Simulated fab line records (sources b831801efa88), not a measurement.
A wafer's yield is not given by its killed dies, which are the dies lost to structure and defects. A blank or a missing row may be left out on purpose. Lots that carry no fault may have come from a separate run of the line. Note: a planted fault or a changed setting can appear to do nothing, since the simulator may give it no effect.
A struck lot beside a sound one | flow sky130 | 30 steps out of a route of 708
Sound: the wafers L593.1, L593.2, L593.4. The struck wafers were L588.2, L588.4, L588.5. The cause comes at the end.
Order at every step that has rows: each side's tool, ch and its chambers, its first start. Under that, the readings that differ: sound wafers | struck wafers | difference of the means | sigmas: that difference in standard deviations of wafers without a fault.
alike: readings whose means differ by less than 2 such deviations, and words and numbers that are the same on both sides. not compared: withheld readings, readings that some wafer has no value for, bounds like >300 that may hide the same value, and numbers for which the record gives no deviation and whose values overlap.
Wherever a step has rows on one side only, a row that says differs or no value, or a row with sigmas, the two part there. Numbers that have no deviation but don't overlap get no sigmas and don't part them. A reading that every wafer of one side lacks parts them only if that side has two wafers or more.

SKY_PWDE_STRIP_09: strips in O2/N2.
  sound on plasmaAsher-01 ch 0,1, day 7 14:24; struck on plasmaAsher-04 ch 0, day 6 11:23
reading                  | sound       | struck      | difference | sigmas
drypumpMotorCurrentA (A) | 5.3 6.5 6.5 | 5.0 5.0 5.0 | -1.1       | -2
  alike: oesProductAu, stripTimeToEndpointS
  not compared: rfHoursCounterH
SKY_PWDE_TW_MEAS_10:
  sound on filmMetro-01, day 7 14:31; struck on filmMetro-02, day 6 11:30
reading | sound             | struck            | difference | sigmas
PWDE_TW | 377.7 378.5 380.0 | 372.9 372.7 372.2 | -6.1       | -2
then, 7 steps without rows for these wafers: SKY_NWELL_DEHYDRATE_03 (time 60 s); SKY_NWELL_HMDS_04 (prime time 60 s); SKY_NWELL_COAT_05 (resist thk 3000 nm); SKY_NWELL_SOFTBAKE_06; SKY_NWELL_EXPOSE_07 (exposes mask NWM, target cd 840 nm); SKY_NWELL_PEB_08; SKY_NWELL_DEVELOP_09 (develop time 60 s).
SKY_NWELL_OVL_MEAS_10:
  sound on overlay-01, day 8 10:40; struck on overlay-02, day 7 06:22
  alike: NWELL_00_OVL
then, 2 steps without rows for these wafers: SKY_NWELL_IMPLANT_11; SKY_NWELL_IMPLANT_12.
SKY_NWELL_IMPLANT_13:
  sound on implanter-02 ch 0, day 8 11:01; struck on implanter-01 ch 0, day 7 07:02
SKY_NWELL_STRIP_14: strips in O2/N2.
  sound on plasmaAsher-01 ch 0,1, day 8 11:10; struck on plasmaAsher-03 ch 0, day 7 07:10
  alike: drypumpMotorCurrentA, oesProductAu, stripTimeToEndpointS
  not compared: rfHoursCounterH
SKY_NWELL_TW_MEAS_15:
  sound on filmMetro-03, day 8 11:16; struck on filmMetro-01, day 7 07:17
  alike: NWELL_TW
then, 7 steps without rows for these wafers: SKY_NWELL_DEHYDRATE_16 (time 60 s); SKY_NWELL_HMDS_17 (prime time 60 s); SKY_NWELL_COAT_18 (resist thk 3000 nm); SKY_NWELL_SOFTBAKE_19; SKY_NWELL_EXPOSE_20 (exposes mask NWM COMPLEMENT, target cd 840 nm); SKY_NWELL_PEB_21; SKY_NWELL_DEVELOP_22 (develop time 60 s).
SKY_NWELL_OVL_MEAS_23:
  sound on overlay-01, day 9 08:40; struck on overlay-01, day 8 03:13
  alike: NWELL_01_OVL
next, for these wafers, 1 step has no rows: SKY_NWELL_IMPLANT_24.
SKY_NWELL_STRIP_25: strips in O2/N2.
  sound on plasmaAsher-01 ch 0,1, day 9 08:51; struck on plasmaAsher-01 ch 1, day 8 03:24
  alike: drypumpMotorCurrentA, oesProductAu, stripTimeToEndpointS
  not compared: rfHoursCounterH
SKY_NWELL_TW_MEAS_26:
  sound on filmMetro-03, day 9 08:57; struck on filmMetro-03, day 8 03:31
  alike: NWELL_2_TW
then, 1 step without rows for these wafers: SKY_NWELL_CLEAN_27 (cleans in SC1/SC2, time 150 s).
SKY_NWELL_RTA_28: time 30 s.
  sound on rtpAnneal-02 ch 0, day 9 09:04; struck on rtpAnneal-02 ch 0, day 8 03:38
  alike: lampPowerPct, wafer_temp_C_max
SKY_NWELL_RS_MEAS_29: a four-point-probe measurement.
  sound on filmMetro-02, day 9 09:10; struck on filmMetro-02, day 8 03:44
reading           | sound             | struck            | difference | sigmas
NWELL_RS (ohm/sq) | 621.6 620.8 619.8 | 601.7 603.9 602.8 | -17.9      | -8
-- the record jumps here: 41 days lie between the struck wafers' starts before and after (it left off in module NWELL and takes up again in module PAD_OPEN, whose first step shown is number 708 of the route) --
SKY_PAD_OPEN_PROBE_99:
  sound on prober-01, day 49 19:39; struck on prober-02, day 48 18:32
reading                             | sound                         | struck                        | difference | sigmas
model.etest.nfet_16v.rOnOhmUm       | 1.42e+04 1.418e+04 1.426e+04  | 1.316e+04 1.346e+04 1.333e+04 | -8.967e+02 | 
model.etest.pfet_16v.rOnOhmUm       | 1.512e+04 1.495e+04 1.494e+04 | 1.519e+04 1.574e+04 1.532e+04 | +4.133e+02 | 
model.etest.pfetG5v0d10v5.rOnOhmUm  | 4705 4645 4738                | 5132 5199 5165                | +469       | 
model.etest.tipP.rsOhmSq            | 6800 6817 6766                | 7124 7151 7099                | +330       | 
model.etest.tip_p_5v.rsOhmSq        | 2872 2861 2870                | 2951 2939 2962                | +83        | 
model.etest.pfet_01v8.rOnOhmUm      | 2854 2808 2836                | 3069 3063 3047                | +227       | 
model.etest.pfetG5v0d10v5.driveUaUm | 346.7 349.4 347.1             | 311.8 306.1 307.2             | -39.4      | 
model.etest.pfet_01v8_lvt.driveUaUm | 178.1 178.7 175.9             | 150.2 150.1 151.1             | -27.1      | 
  alike: killed_at_M0_to_M3, killed_at_M4_up, killedAtContacts, killedAtFrontEnd, killedAtOther, killedDies, killedOpen, killedShort

== WHERE THEY PART ==
Last at SKY_NWELL_RS_MEAS_29 as far as this record goes, first at SKY_PWDE_STRIP_09. Later steps at which nothing parts them and some readings are alike: SKY_PAD_OPEN_PROBE_99.

WHY: what had been put in by the simulator
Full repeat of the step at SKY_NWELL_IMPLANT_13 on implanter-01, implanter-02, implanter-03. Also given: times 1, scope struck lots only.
